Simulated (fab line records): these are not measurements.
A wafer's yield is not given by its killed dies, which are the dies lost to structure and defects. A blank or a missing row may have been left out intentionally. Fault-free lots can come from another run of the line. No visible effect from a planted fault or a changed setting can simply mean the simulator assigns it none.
Chamber matching || flow gf180mcu || GF_PASSIVATION_ETCH_11 on rie-diel-03 has 4 sister chambers
The step etches the open film in CF4/O2, stops on TiN, target depth 1800 nm, time 400 s. 8 wafers are shown with their chamber, then 8 later ones without.

== EACH WAFER AND ITS CHAMBER ==
{"wafer": "L079.5", "chamber": 2, "throttle-valve-pct (%)": 5.977, "oes-product-au (a.u.)": 0.969}
{"wafer": "L082.5", "chamber": 2, "throttle-valve-pct (%)": 5.952, "oes-product-au (a.u.)": 0.967}
{"wafer": "L087.2", "chamber": 3, "throttle-valve-pct (%)": 5.962, "oes-product-au (a.u.)": 0.953}
{"wafer": "L087.4", "chamber": 0, "throttle-valve-pct (%)": 5.960, "oes-product-au (a.u.)": 0.968}
{"wafer": "L088.1", "chamber": 0, "throttle-valve-pct (%)": 5.951, "oes-product-au (a.u.)": 0.953}
{"wafer": "L088.2", "chamber": 3, "throttle-valve-pct (%)": 5.961, "oes-product-au (a.u.)": 0.964}
{"wafer": "L088.3", "chamber": 1, "throttle-valve-pct (%)": 5.950, "oes-product-au (a.u.)": 0.954}
{"wafer": "L088.4", "chamber": 1, "throttle-valve-pct (%)": 5.949, "oes-product-au (a.u.)": 0.969}

== WAFERS WHOSE CHAMBER IS MISSING ==
{"wafer": "L088.5", "throttle-valve-pct (%)": 5.952, "oes-product-au (a.u.)": 0.962}
{"wafer": "L088.6", "throttle-valve-pct (%)": 5.959, "oes-product-au (a.u.)": 0.967}
{"wafer": "L093.2", "throttle-valve-pct (%)": 5.959, "oes-product-au (a.u.)": 0.957}
{"wafer": "L093.5", "throttle-valve-pct (%)": 5.954, "oes-product-au (a.u.)": 0.967}
{"wafer": "L093.6", "throttle-valve-pct (%)": 5.960, "oes-product-au (a.u.)": 0.956}
{"wafer": "L094.1", "throttle-valve-pct (%)": 5.950, "oes-product-au (a.u.)": 0.948}
{"wafer": "L094.4", "throttle-valve-pct (%)": 5.955, "oes-product-au (a.u.)": 0.955}
{"wafer": "L094.5", "throttle-valve-pct (%)": 5.957, "oes-product-au (a.u.)": 0.969}

== EACH ONE'S CHAMBER ==
{"wafer": "L088.5", "from the rows above": "can't be placed: 1 or 0 or 3 or 2", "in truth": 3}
{"wafer": "L088.6", "from the rows above": "can't be placed: 2 or 0 or 3 or 1", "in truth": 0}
{"wafer": "L093.2", "from the rows above": "can't be placed: 3 or 0 or 1 or 2", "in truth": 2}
{"wafer": "L093.5", "from the rows above": "can't be placed: 0 or 1 or 2 or 3", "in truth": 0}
{"wafer": "L093.6", "from the rows above": "can't be placed: 3 or 0 or 1 or 2", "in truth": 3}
{"wafer": "L094.1", "from the rows above": "can't be placed: 0 or 1 or 3 or 2", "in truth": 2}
{"wafer": "L094.4", "from the rows above": "can't be placed: 0 or 3 or 1 or 2", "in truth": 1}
{"wafer": "L094.5", "from the rows above": "can't be placed: 2 or 0 or 1 or 3", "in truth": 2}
Placed correctly: 0 of 8. Cannot be placed on the basis of these rows: 8; the candidates contain the true chamber in 8. Wrongly placed: 0.
How it was worked out, from the rows above alone: a wafer's distance from a chamber is the root of the sum, over the readings, of the square of ((its reading less the chamber's mean) divided by the reading's scatter). If the next closest chamber is less than 2 further off than the closest, the wafer can't be placed; otherwise it belongs to the closest. For every chamber, the mean is computed from those of its wafers that are shown. The scatter: take each reading less its chamber's mean, square it, sum over the shown wafers, divide by the number of wafers less the number of chambers, and take the root.
